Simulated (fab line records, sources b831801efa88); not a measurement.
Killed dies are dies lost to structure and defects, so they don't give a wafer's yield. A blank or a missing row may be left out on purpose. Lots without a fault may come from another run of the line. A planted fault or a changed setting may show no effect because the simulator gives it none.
Which tool did it? | flow gf180mcu | 12 lots, 36 wafers sampled, at 1 step of a route of 602

WHAT THE GAUGES READ, wafer by wafer
GF_SALICIDE_THK_MEAS_05: measures by xrf.
lot  | measured     | on            | SALICIDE_TIN_THK (nm)
L075 | day 15 10:52 | film_metro-04 | 19.76 19.78 19.54
L077 | day 16 03:21 | film_metro-04 | 19.74 19.84 19.94
L079 | day 16 23:05 | film_metro-04 | 20.19 20.11 20.11
L081 | day 17 17:15 | film_metro-02 | 19.65 19.70 19.60
L083 | day 18 14:25 | film_metro-04 | 19.87 19.89 20.06
L085 | day 19 01:55 | film_metro-04 | 19.90 20.00 19.98
L087 | day 19 21:49 | film_metro-04 | 19.94 20.11 20.43
L089 | day 20 16:48 | film_metro-02 | 19.81 19.67 19.56
L091 | day 21 09:56 | film_metro-02 | 19.44 19.49 19.84
L093 | day 22 01:14 | film_metro-02 | 19.71 19.39 19.51
L095 | day 22 14:46 | film_metro-03 | 19.95 20.32 20.19
L097 | day 23 07:28 | film_metro-03 | 19.51 19.88 19.82

WHICH TOOL RAN EACH LOT (tool, then ch and the chambers of the sampled wafers, then the start)
The record holds no process step before these readings.

THE ANSWER, worked out from the rows above alone
Rule: what is usual is taken from the lots themselves. Put in order of their means at a reading, lots are off if they are a third of the lots or fewer, leave a main group of 4 or more, and stand apart from it by a gap of 3 or more times the standard deviation of the main group's means; of several such gaps the widest counts. A main group whose means are all the same, to the digits that the tables above print for the reading, isn't used. A lot without any number at a reading at which 4 lots or more have one is off too. The other lots that the step has rows for count as sound.
No lot is off at any reading shown: from this, nothing can be told.

WHAT THE SIMULATOR HAD PUT IN
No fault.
